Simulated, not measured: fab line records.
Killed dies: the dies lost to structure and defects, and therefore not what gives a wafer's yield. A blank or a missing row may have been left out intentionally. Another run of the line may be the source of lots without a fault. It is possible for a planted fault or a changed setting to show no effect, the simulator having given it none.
fab line records -- flow sky130
record: lots: 12, wafers: 36, lastDay: 50
route steps=708 shown NWELL@80 VIA4@652 METAL5@663 PAD_OPEN@708
lots that met no fault: from a run of the same line without faults
startH: the number of hours between the record's first day and the start of the first shown wafer of the lot -- waitH: how many hours have passed since the lot's step before this one -- " unchanged from the row above -- L1.1+2: one row covering several wafers at once -- - no value, or no start given -- * or withheld: withheld -- < > ~ a bound
route shown NAME@n: a module of which the file shows steps, and the number in the route of the first -- usual: the fault-free wafers' mean and standard deviation -- same: alike in all rows -- chamber/n: place in a boat -- sites: each site's reading -- _std_site: the values' standard deviation -- _edge_site: outer sites' mean less inner sites' -- radiusMm: how far each site lies from the wafer's centre -- mask NAME#n: copy n -- behind: tool/chamber where the wafer was last shaped -- hold: reason for holding the lot/hours on hold/outcome of the hold -- device: the transistor (n, p or np) that didn't switch -- end of line: tests of these same wafers at the route's end -- a step with no rows: only its recipe -- killed: the dies lost at the first sort to structure and to defects; this is not the yield of the wafer -- map: a wafer's dies, marking killed ones x, the rest . and places with no die _
set.NAME: the setting as run; set.NAME@STEP: as run at that earlier step -- model.NAME: the simulator's own value behind a step, which no gauge read
a sample of lots followed through the steps of the route, with each step as a table and each wafer as a row
services: a tool's chamber out of use, with start hour (startH, from the record's first day; less than 0 if before it), hours out, and reason
== steps ==
step: SKY_NWELL_CLEAN_27
recipe: chemistry: SC1/SC2, mix: 1:4:20, tempC: 70, timeS: 150, dry: n2Spin
usual: bathHeatDutyPct: 12.8/1.5, tempC: 70.02/0.12
lot.wafer,tool,chamber,startH,waitH,bathHeatDutyPct,tempC
L264.1,wetBench-01,0,104.13,0.1,12.8,69.95
L264.2,wetBench-01,0,104.13,0.1,13.2,69.97
L264.6,wetBench-01,0,104.13,0.1,12.6,70.00
L265.1,wetBench-04,0,113.98,0.1,13.5,70.17
L265.2,wetBench-04,0,113.98,0.1,14.4,70.06
L265.6,wetBench-04,0,113.98,0.1,13.3,70.07
L267.3,wetBench-01,3,129.10,0.0,11.6,69.94
L267.5,wetBench-01,3,129.10,0.0,11.4,69.87
L267.6,wetBench-01,3,129.10,0.0,10.7,69.93
L266.4,wetBench-04,2,129.68,0.0,10.0,70.02
L266.5,wetBench-04,2,129.68,0.0,9.8,70.00
L266.6,wetBench-04,2,129.68,0.0,10.2,69.93
L268.1,wetBench-01,0,136.53,0.1,13.1,70.06
L268.4,wetBench-01,0,136.53,0.1,13.0,70.12
L268.6,wetBench-01,0,136.53,0.1,12.9,70.08
L269.1,wetBench-01,3,138.13,0.1,12.2,70.17
L269.4,wetBench-01,3,138.13,0.1,10.3,70.09
L269.6,wetBench-01,3,138.13,0.1,12.2,70.00
L277.1,wetBench-01,2,190.48,0.1,14.3,69.91
L277.4,wetBench-01,2,190.48,0.1,13.2,70.08
L277.6,wetBench-01,2,190.48,0.1,13.9,70.08
L278.3,wetBench-01,3,196.28,0.0,11.5,70.10
L278.5,wetBench-01,3,196.28,0.0,12.0,70.05
L278.6,wetBench-01,3,196.28,0.0,11.8,70.20
L280.2,wetBench-04,1,208.35,0.0,13.2,70.02
L280.4,wetBench-04,1,208.35,0.0,13.0,70.17
L280.5,wetBench-04,1,208.35,0.0,13.7,69.94
L281.2,wetBench-04,3,216.08,0.0,13.8,69.73
L281.3,wetBench-04,3,216.08,0.0,15.5,69.90
L281.5,wetBench-04,3,216.08,0.0,15.7,69.68
L282.1,wetBench-04,0,221.48,0.1,13.9,69.84
L282.2,wetBench-04,0,221.48,0.1,13.7,69.88
L282.6,wetBench-04,0,221.48,0.1,13.4,70.05
L284.1,wetBench-04,0,233.33,0.1,13.6,70.01
L284.3,wetBench-04,0,233.33,0.1,12.8,70.13
L284.6,wetBench-04,0,233.33,0.1,14.6,70.11
step: SKY_VIA4_STRIP_13
recipe: chemistry: O2/N2, powerW: 1400, pressureMtorr: 1500, platenTempC: withheld, o2FlowSccm: 3000, n2FlowSccm: 300, overashFraction: 0.5
usual: chamberPressureMTorr: 1500.3/1.4, drypumpMotorCurrentA: 5.5/0.35, n2FlowSccm: 300.0/0.88, oesProductAu: 0.710/0.0049, stripTimeToEndpointS: 12.81/0.031
same: overashFraction: 0.5
lot.wafer,tool,chamber,startH,waitH,chamberPressureMTorr,drypumpMotorCurrentA,n2FlowSccm,oesProductAu,rfHoursCounterH,stripTimeToEndpointS
L264.1,plasmaAsher-01,0,1003.79,-,1498.0,5.7,300.5,0.711,112,12.83
L264.2,plasmaAsher-01,1,1003.79,-,1501.3,5.3,301.3,0.704,112,12.81
L264.6,plasmaAsher-01,0,1003.79,-,1502.5,5.7,299.8,0.711,-,12.80
L265.1,plasmaAsher-04,0,1008.96,-,1500.7,5.6,301.7,0.709,58,12.85
L265.2,plasmaAsher-04,1,1008.96,-,1500.0,4.9,300.0,0.724,58,12.76
L265.6,plasmaAsher-04,1,1008.96,-,1500.6,4.9,299.9,0.705,-,12.80
L267.3,plasmaAsher-01,1,1028.28,-,1499.1,5.3,299.8,0.709,-,12.80
L267.5,plasmaAsher-01,0,1028.28,-,1500.4,5.7,300.3,0.711,-,12.75
L267.6,plasmaAsher-01,1,1028.28,-,1501.3,5.3,300.1,0.708,-,12.81
L266.4,plasmaAsher-02,0,1036.34,-,1500.1,5.8,298.3,0.708,-,12.77
L266.5,plasmaAsher-02,1,1036.34,-,1498.4,6.1,301.2,0.705,-,12.80
L266.6,plasmaAsher-02,0,1036.34,-,1500.5,5.8,300.1,0.712,-,12.84
L268.1,plasmaAsher-01,0,1039.39,-,1501.1,5.7,300.6,0.706,115,12.80
L268.4,plasmaAsher-01,1,1039.39,-,1499.9,5.3,300.1,0.709,-,12.82
L268.6,plasmaAsher-01,0,1039.39,-,1503.9,5.6,298.3,0.712,-,12.79
L269.1,plasmaAsher-01,0,1042.64,-,1496.0,5.7,301.2,0.709,115,12.77
L269.4,plasmaAsher-01,0,1042.64,-,1498.6,5.7,298.6,0.714,-,12.76
L269.6,plasmaAsher-01,1,1042.64,-,1501.4,5.3,300.0,0.707,-,12.80
L277.1,plasmaAsher-01,1,1097.11,-,1502.1,5.3,300.5,0.715,3,12.78
L277.4,plasmaAsher-01,1,1097.11,-,1501.5,5.4,301.1,0.716,-,12.79
L277.6,plasmaAsher-01,0,1097.11,-,1497.3,5.7,300.2,0.719,-,12.83
L278.3,plasmaAsher-04,1,1108.93,-,1501.7,4.9,299.4,0.711,-,12.80
L278.5,plasmaAsher-04,0,1108.93,-,1502.5,5.6,299.8,0.714,-,12.76
L278.6,plasmaAsher-04,1,1108.93,-,1500.6,4.9,301.0,0.712,-,12.85
L280.2,plasmaAsher-02,1,1117.95,-,1498.6,6.0,300.6,0.718,41,12.81
L280.4,plasmaAsher-02,1,1117.95,-,1500.0,6.0,298.6,0.707,-,12.79
L280.5,plasmaAsher-02,1,1117.95,-,1501.6,6.0,299.9,0.712,-,12.87
L281.2,plasmaAsher-01,1,1121.15,-,1502.5,5.3,300.5,0.714,5,12.78
L281.3,plasmaAsher-01,1,1121.15,-,1499.3,5.3,299.9,0.701,-,12.82
L281.5,plasmaAsher-01,0,1121.15,-,1501.1,5.7,299.8,0.709,-,12.81
L282.1,plasmaAsher-04,1,1128.90,-,1500.4,4.9,300.2,0.711,70,12.81
L282.2,plasmaAsher-04,0,1128.90,-,1500.3,5.6,299.6,0.705,70,12.78
L282.6,plasmaAsher-04,0,1128.90,-,1498.9,5.6,299.2,0.711,-,12.83
L284.1,plasmaAsher-01,1,1133.75,-,1500.0,5.3,299.4,0.712,6,12.80
L284.3,plasmaAsher-01,0,1133.75,-,1501.6,5.7,300.8,0.711,-,12.82
L284.6,plasmaAsher-01,0,1133.75,-,1498.3,5.7,300.9,0.708,-,12.82
step: SKY_METAL5_SPUTTER_02
recipe: material: AlCu, targetThkNm: 1150, powerW: 10600, timeS: 61.2, chamberPressurePa: 0.4
usual: throttleValvePct: 30.1/0.94
lot.wafer,tool,chamber,startH,waitH,throttleValvePct
L264.1,pvdSputter-02,-,1005.59,0.0,31.2
L264.2,pvdSputter-02,-,1005.59,0.0,30.8
L264.6,pvdSputter-02,-,1005.59,0.0,30.8
L265.1,pvdSputter-01,-,1010.33,0.0,31.4
L265.2,pvdSputter-01,-,1010.33,0.0,28.2
L265.6,pvdSputter-01,-,1010.33,0.0,31.5
L267.3,pvdSputter-04,-,1029.61,0.0,28.6
L267.5,pvdSputter-04,-,1029.61,0.0,29.3
L267.6,pvdSputter-04,-,1029.61,0.0,28.8
L266.4,pvdSputter-01,-,1037.68,0.0,29.1
L266.5,pvdSputter-01,-,1037.68,0.0,28.3
L266.6,pvdSputter-01,-,1037.68,0.0,31.2
L268.1,pvdSputter-01,-,1040.77,0.0,30.8
L268.4,pvdSputter-01,-,1040.77,0.0,31.6
L268.6,pvdSputter-01,-,1040.77,0.0,28.9
L269.1,pvdSputter-02,-,1043.99,0.0,29.5
L269.4,pvdSputter-02,-,1043.99,0.0,31.3
L269.6,pvdSputter-02,-,1043.99,0.0,29.4
L277.1,pvdSputter-02,-,1098.44,0.0,29.7
L277.4,pvdSputter-02,-,1098.44,0.0,30.5
L277.6,pvdSputter-02,-,1098.44,0.0,30.0
L278.3,pvdSputter-04,-,1110.45,0.0,29.3
L278.5,pvdSputter-04,-,1110.45,0.0,29.3
L278.6,pvdSputter-04,-,1110.45,0.0,29.0
L280.2,pvdSputter-04,-,1119.29,0.0,29.3
L280.4,pvdSputter-04,-,1119.29,0.0,30.4
L280.5,pvdSputter-04,-,1119.29,0.0,29.5
L281.2,pvdSputter-04,-,1122.48,0.0,30.3
L281.3,pvdSputter-04,-,1122.48,0.0,29.3
L281.5,pvdSputter-04,-,1122.48,0.0,29.4
L282.1,pvdSputter-02,-,1130.23,0.0,29.5
L282.2,pvdSputter-02,-,1130.23,0.0,30.4
L282.6,pvdSputter-02,-,1130.23,0.0,29.4
L284.1,pvdSputter-02,-,1135.25,0.0,30.4
L284.3,pvdSputter-02,-,1135.25,0.0,29.4
L284.6,pvdSputter-02,-,1135.25,0.0,30.9
step: SKY_METAL5_DESCUM_14
recipe: chemistry: O2, sourcePowerW: 150, biasPowerW: 0, pressureMtorr: 10, tempC: 40, timeS: 11
usual: chamberPressureMTorr: 10.000/0.0099, drypumpMotorCurrentA: 5.9/0.39, oesProductAu: 0.997/0.012, tempC: 40.01/0.1
lot.wafer,tool,chamber,startH,waitH,chamberPressureMTorr,drypumpMotorCurrentA,oesProductAu,rfHoursCounterH,tempC
L264.1,rieMetal-02,1,1028.80,0.1,9.998,6.3,1.008,10,40.11
L264.2,rieMetal-02,0,1028.80,0.1,9.991,6.0,0.990,15,39.79
L264.6,rieMetal-02,1,1028.80,0.1,9.984,6.3,1.013,-,39.99
L265.1,rieMetal-01,1,1033.29,0.1,9.993,5.9,0.995,0,40.02
L265.2,rieMetal-01,0,1033.29,0.1,10.011,5.9,1.013,15,39.91
L265.6,rieMetal-01,0,1033.29,0.1,10.006,6.0,1.004,-,40.12
L267.3,rieMetal-01,0,1051.04,0.1,10.014,6.0,1.016,-,40.11
L267.5,rieMetal-01,1,1051.04,0.1,10.000,6.0,1.003,-,40.16
L267.6,rieMetal-01,0,1051.04,0.1,10.006,5.9,1.014,-,40.09
L266.4,rieMetal-04,1,1059.51,0.1,9.997,5.4,0.987,-,40.07
L266.5,rieMetal-04,0,1059.51,0.1,10.015,6.3,0.991,-,39.98
L266.6,rieMetal-04,1,1059.51,0.1,10.000,5.3,0.993,-,40.07
L268.1,rieMetal-02,1,1063.25,0.1,10.009,6.3,1.020,12,40.13
L268.4,rieMetal-02,1,1063.25,0.1,10.004,6.3,1.013,-,39.94
L268.6,rieMetal-02,1,1063.25,0.1,9.990,6.3,1.019,-,40.01
L269.1,rieMetal-04,0,1066.03,0.1,9.995,6.3,0.996,6,39.89
L269.4,rieMetal-04,1,1066.03,0.1,10.003,5.3,0.991,-,40.05
L269.6,rieMetal-04,0,1066.03,0.1,10.009,6.3,0.988,-,40.02
L277.1,rieMetal-01,1,1118.28,0.1,9.979,5.9,1.011,6,40.04
L277.4,rieMetal-01,1,1118.28,0.1,9.993,5.9,1.003,-,40.07
L277.6,rieMetal-01,1,1118.28,0.1,10.004,5.9,1.009,-,39.91
L278.3,rieMetal-01,0,1129.41,0.1,10.002,5.9,1.007,-,39.90
L278.5,rieMetal-01,1,1129.41,0.1,9.995,6.0,1.007,-,39.91
L278.6,rieMetal-01,0,1129.41,0.1,10.024,6.0,0.995,-,39.84
L280.2,rieMetal-04,0,1138.33,0.1,10.001,6.3,0.998,11,40.08
L280.4,rieMetal-04,1,1138.33,0.1,9.993,5.4,0.996,-,39.91
L280.5,rieMetal-04,1,1138.33,0.1,10.018,5.4,0.986,-,40.00
L281.2,rieMetal-04,1,1140.79,0.1,10.007,5.3,0.986,15,40.10
L281.3,rieMetal-04,0,1140.79,0.1,9.989,6.4,1.004,-,39.95
L281.5,rieMetal-04,1,1140.79,0.1,9.974,5.4,0.996,-,39.92
L282.1,rieMetal-04,0,1147.80,0.1,9.997,6.4,1.010,12,40.03
L282.2,rieMetal-04,1,1147.80,0.1,9.995,5.3,0.974,15,40.04
L282.6,rieMetal-04,1,1147.80,0.1,10.013,5.3,0.976,-,40.08
L284.1,rieMetal-04,0,1153.49,0.1,10.006,6.4,0.995,12,40.18
L284.3,rieMetal-04,1,1153.49,0.1,10.012,5.3,0.988,-,40.14
L284.6,rieMetal-04,0,1153.49,0.1,9.997,6.4,1.000,-,40.04
step: SKY_PAD_OPEN_PROBE_99
usual: killed_at_M0_to_M3: 43/7.8, killed_at_M4_up: 3.2/1.9, killedAtContacts: 24/5, killedAtFrontEnd: 14/4.5, killedAtOther: 0.2/0.41, killedDies: 84/9.6, killedOpen: 47/6.9, killedShort: 38/6
same: grossDies: 492, killedAtBackSide: 0
lot.wafer,tool,chamber,startH,waitH,killed_at_M0_to_M3,killed_at_M4_up,killedAtContacts,killedAtFrontEnd,killedAtOther,killedDies,killedOpen,killedShort
L264.1,prober-02,-,1076.21,0.1,50,5,16,12,0,83,48,34
L264.2,prober-02,-,1076.26,0.1,52,4,19,10,1,86,51,35
L264.6,prober-02,-,1076.46,0.2,48,2,19,15,0,84,48,36
L268.1,prober-02,-,1109.45,0.1,51,3,29,11,0,94,57,37
L268.4,prober-02,-,1109.60,0.2,26,4,26,20,0,76,44,32
L268.6,prober-02,-,1109.70,0.2,44,1,18,7,0,70,38,32
L269.1,prober-01,-,1110.21,0.1,28,3,24,21,0,76,43,33
L269.4,prober-01,-,1110.36,0.2,43,3,26,13,0,85,48,37
L269.6,prober-01,-,1110.46,0.2,32,0,33,14,1,80,51,29
L277.1,prober-01,-,1158.91,0.1,43,3,26,66,0,138,48,51
L277.4,prober-01,-,1159.06,0.2,44,0,23,48,0,115,45,30
L277.6,prober-01,-,1159.16,0.2,37,2,29,56,0,124,49,33
L278.3,prober-02,-,1168.70,0.2,40,3,20,71,0,134,45,27
L278.5,prober-02,-,1168.80,0.2,47,1,20,78,0,146,53,33
L278.6,prober-02,-,1168.85,0.2,44,6,20,70,1,141,38,44
killed by level:class
L264.1 VIA1:geometricParticle:open=9 VIA3:geometricParticle:open=9 METAL1:geometricParticle:short=8 VIA2:geometricParticle:open=8 CONTACT:geometricParticle:open=7 LI_CONTACT:geometricParticle:open=4 VIA3:geometricParticle:short=4 METAL4:geometricParticle:short=4
L264.2 VIA1:geometricParticle:open=14 VIA3:geometricParticle:open=11 CONTACT:geometricParticle:open=8 VIA1:geometricParticle:short=7 METAL3:geometricParticle:short=5 VIA2:geometricParticle:short=5 LOCAL_INTERCONNECT:geometricParticle:short=4 FIELD_ISO:geometricParticle:open=3
L264.6 VIA1:geometricParticle:open=11 CONTACT:geometricParticle:open=10 VIA3:geometricParticle:open=9 VIA2:geometricParticle:open=6 VIA1:geometricParticle:short=6 VIA2:geometricParticle:short=5 METAL2:geometricParticle:short=4 POLY_GATE:geometricParticle:short=4
L268.1 VIA2:geometricParticle:open=13 CONTACT:geometricParticle:open=10 VIA3:geometricParticle:open=9 LI_CONTACT:geometricParticle:open=7 VIA1:geometricParticle:short=7 VIA1:geometricParticle:open=5 METAL2:geometricParticle:short=5 POLY_GATE:geometricParticle:open=4
L268.4 LI_CONTACT:geometricParticle:open=8 CONTACT:geometricParticle:open=8 FIELD_ISO:geometricParticle:short=7 METAL2:geometricParticle:short=6 VIA1:geometricParticle:open=6 POLY_GATE:geometricParticle:open=5 POLY_GATE:geometricParticle:short=5 VIA2:geometricParticle:open=4
L268.6 VIA1:geometricParticle:open=12 CONTACT:geometricParticle:open=9 METAL1:geometricParticle:short=6 METAL2:geometricParticle:short=5 METAL3:geometricParticle:short=5 LI_CONTACT:geometricParticle:open=4 VIA3:geometricParticle:open=3 POLY_GATE:geometricParticle:short=3
L269.1 POLY_GATE:geometricParticle:open=9 CONTACT:geometricParticle:open=9 METAL2:geometricParticle:short=8 LOCAL_INTERCONNECT:geometricParticle:short=5 VIA1:geometricParticle:open=5 FIELD_ISO:geometricParticle:open=4 LI_CONTACT:geometricParticle:open=4 CONTACT:geometricParticle:short=3
L269.4 CONTACT:geometricParticle:open=11 METAL2:geometricParticle:short=7 VIA1:geometricParticle:open=7 VIA2:geometricParticle:short=6 VIA2:geometricParticle:open=5 VIA3:geometricParticle:open=5 CONTACT:geometricParticle:short=4 LI_CONTACT:geometricParticle:open=4
L269.6 VIA1:geometricParticle:open=11 CONTACT:geometricParticle:open=10 LI_CONTACT:geometricParticle:open=8 VIA3:geometricParticle:open=7 CONTACT:geometricParticle:short=6 FIELD_ISO:geometricParticle:open=4 POLY_GATE:geometricParticle:short=4 LOCAL_INTERCONNECT:geometricParticle:short=4
L277.1 NWELL:unspecified=39 CONTACT:geometricParticle:open=12 METAL1:geometricParticle:short=11 FIELD_ISO:geometricParticle:short=8 FIELD_ISO:geometricParticle:open=7 LI_CONTACT:geometricParticle:open=7 METAL2:geometricParticle:open=5 POLY_GATE:geometricParticle:short=5
L277.4 NWELL:unspecified=40 LI_CONTACT:geometricParticle:open=11 VIA1:geometricParticle:open=10 VIA3:geometricParticle:open=9 CONTACT:geometricParticle:open=5 METAL2:geometricParticle:short=5 METAL1:geometricParticle:short=4 VIA1:geometricParticle:short=4
L277.6 NWELL:unspecified=42 CONTACT:geometricParticle:open=10 LI_CONTACT:geometricParticle:open=9 VIA1:geometricParticle:open=9 CONTACT:geometricParticle:short=7 VIA2:geometricParticle:open=6 VIA2:geometricParticle:short=5 POLY_GATE:geometricParticle:open=4
L278.3 NWELL:unspecified=62 VIA1:geometricParticle:open=9 CONTACT:geometricParticle:open=7 LI_CONTACT:geometricParticle:open=6 VIA3:geometricParticle:short=6 VIA3:geometricParticle:open=6 POLY_GATE:geometricParticle:open=4 VIA2:geometricParticle:open=3
L278.5 NWELL:unspecified=60 VIA2:geometricParticle:open=13 FIELD_ISO:geometricParticle:open=9 VIA1:geometricParticle:open=9 CONTACT:geometricParticle:short=7 VIA3:geometricParticle:open=7 METAL1:geometricParticle:short=6 LOCAL_INTERCONNECT:geometricParticle:short=5
L278.6 NWELL:unspecified=59 CONTACT:geometricParticle:open=10 METAL1:geometricParticle:short=9 VIA1:geometricParticle:open=7 VIA3:geometricParticle:open=7 METAL2:geometricParticle:short=6 POLY_GATE:geometricParticle:short=4 LOCAL_INTERCONNECT:geometricParticle:short=4
== services ==
tool,chamber,startH,hours,kind
plasmaAsher-01,-,86.45,2.0,repair
rieMetal-04,1,242.03,4.9,repair
wetBench-04,-,246.29,0.5,repair
pvdSputter-02,-,265.98,4.0,repair
rieMetal-04,-,301.43,14.6,pm
rieMetal-04,-,346.01,0.8,repair
wetBench-04,-,374.08,3.6,repair
rieMetal-04,-,392.63,2.8,pm
pvdSputter-02,-,434.58,1.9,repair
wetBench-01,-,541.60,4.4,repair
rieMetal-04,1,601.71,5.0,repair
pvdSputter-02,-,619.32,4.6,repair
pvdSputter-02,-,639.33,25.8,repair
pvdSputter-02,-,742.50,17.1,repair
wetBench-04,-,808.37,3.3,repair
wetBench-04,-,834.59,1.9,pm
plasmaAsher-01,-,850.47,76.3,pm
plasmaAsher-01,-,926.75,15.6,pm
wetBench-04,-,944.78,1.9,repair
rieMetal-04,-,969.54,1.4,pm
rieMetal-04,0,972.82,4.8,repair
plasmaAsher-01,-,1055.25,9.0,pm
wetBench-01,-,1062.48,33.5,pm
plasmaAsher-01,-,1070.60,2.8,pm
== key ==
firstSign: step: SKY_PAD_OPEN_PROBE_99, reading: killedAtFrontEnd, direction: up, sigmas: 11, usual: 14, struck: 65
effect: step: SKY_PAD_OPEN_PROBE_99, reading: killedDies, direction: up, sigmas: 5, usual: 84, struck: 133
metAt SKY_NWELL_CLEAN_27
struckLots L277,L278
testerLeftOut L277,L278
notActingAt SKY_VIA4_STRIP_13,SKY_METAL5_SPUTTER_02,SKY_METAL5_DESCUM_14
onsetBetween 138.13 190.48
fault: kind: chamberParticleSource, tool: wetBench-01, chamber: -, onsetH: 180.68, steps: SKY_NWELL_CLEAN_27, ratePerVisitCm2: 1.272, endH: 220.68
testerLeftOut: of these lots the tester's yield and bins aren't shown, on N5 and GAA mostly nor the transistor test; their killed dies are dies lost to structure and defects alone, not to doping, threshold or leakage, so they don't give the yield
